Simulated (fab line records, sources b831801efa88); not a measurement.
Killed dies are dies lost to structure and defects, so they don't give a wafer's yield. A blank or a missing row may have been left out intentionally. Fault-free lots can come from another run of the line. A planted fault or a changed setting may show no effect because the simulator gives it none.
Struck lot and sound lot, side by side | flow sky130 | 18 out of 708 route steps
Sound: the wafers L920.1, L920.3, L920.5. Wafers struck: L931.2, L931.3, L931.4. At the end, the cause is stated.
Order at every step that has rows: each side's tool, ch and its chambers, its first start. Under that, the readings that differ: sound wafers | struck wafers | difference of the means | sigmas: that difference in standard deviations of wafers without a fault.
alike: a reading whose means differ by less than 2 such deviations, as well as words and numbers matching on both sides. not compared: withheld readings; readings where some wafer has no value; bounds like >300 that might hide an equal value; numbers whose values overlap and for which the record gives no deviation.
A row with sigmas, a row that says differs or no value, or rows on one side alone: a step with any of these is where the two part. Non-overlapping numbers with no deviation appear without sigmas and do not part them. A reading missing from all wafers of one side parts the sides only when that side holds two or more wafers.

first, 3 steps without rows for these wafers: SKY_POLY_CUT_EXPOSE_05 (exposes mask NPCM, target cd 270 nm); SKY_POLY_CUT_PEB_06; SKY_POLY_CUT_DEVELOP_07 (develop time 60 s).
SKY_POLY_CUT_CD_MEAS_08: the cd target is 270 nm.
  sound on cd_sem-02 at day 26 07:08; struck on cd_sem-01 at day 30 06:03
  reading    | sound             | struck            | difference | sigmas
  cd_nm (nm) | 267.2 267.8 267.4 | 270.1 272.7 271.6 | +4.0       | +3
SKY_POLY_CUT_OVL_MEAS_09:
  sound on overlay-01 at day 26 07:16; struck on overlay-01 at day 30 06:10
  alike: POLY_CUT_OVL
SKY_POLY_CUT_ETCH_10: etches BARC in N2/H2, stops on SiO2, time 45.9 s, target depth 60 nm.
  sound on rie_diel-03 ch 1,2,3, day 26 07:18; struck on rie_diel-01 ch 0,2,3, day 30 06:11
  alike: drypump_motor_current_A, oes_product_au, throttle_valve_pct
  not compared: rf_hours_counter_h
SKY_POLY_CUT_ETCH_11: etches Si3N4 in CF4/CH2F2/Ar, stops on poly-Si, time 42.5 s, target depth 60 nm.
  sound on rie_diel-03 ch 1,2,3, day 26 07:20; struck on rie_diel-01 ch 0,2,3, day 30 06:14
  alike: drypump_motor_current_A, oes_product_au, throttle_valve_pct
  not compared: rf_hours_counter_h
SKY_POLY_CUT_STRIP_12: strips in O2/N2.
  sound on plasma_asher-04 ch 0,1, day 26 07:23; struck on plasma_asher-01 ch 0,1, day 30 06:16
  alike: drypump_motor_current_A, oes_product_au, strip_time_to_endpoint_s
  not compared: rf_hours_counter_h
then, 4 steps without rows for these wafers: SKY_SD_P_DEHYDRATE_00 (time 60 s); SKY_SD_P_HMDS_01 (prime time 60 s); SKY_SD_P_COAT_02 (resist thk 1140 nm); SKY_SD_P_SOFTBAKE_03 (time 60 s).
SKY_SD_P_EXPOSE_04: exposes mask PSDM, target cd 380 nm.
  sound on iline_stepper-01 ch 0, day 26 21:55; struck on iline_stepper-02 ch 0, day 30 19:56
  reading | sound                | struck                        | difference | sigmas
  mask    | PSDM#0 PSDM#0 PSDM#0 | PSDM_R1#0 PSDM_R1#0 PSDM_R1#0 | differs    |
then, 2 steps without rows for these wafers: SKY_SD_P_PEB_05; SKY_SD_P_DEVELOP_06 (develop time 60 s).
SKY_SD_P_CD_MEAS_07: the cd target is 380 nm.
  sound on cd_sem-02 at day 27 12:05; struck on cd_sem-01 at day 31 10:16
  reading    | sound             | struck            | difference | sigmas
  cd_nm (nm) | 380.4 381.1 377.3 | 303.7 304.1 300.2 | -76.9      | -27
SKY_SD_P_OVL_MEAS_08:
  sound on overlay-01 at day 27 12:13; struck on overlay-02 at day 31 10:22
  alike: SD_P_OVL
SKY_PAD_OPEN_PROBE_99:
  the record holds rows for the sound wafers here (prober-02, day 47 07:23) but none for the struck ones

== WHERE THEY PART ==
Earliest at SKY_POLY_CUT_CD_MEAS_08; latest, in this record, at SKY_PAD_OPEN_PROBE_99.

WHY: the cause the simulator had injected
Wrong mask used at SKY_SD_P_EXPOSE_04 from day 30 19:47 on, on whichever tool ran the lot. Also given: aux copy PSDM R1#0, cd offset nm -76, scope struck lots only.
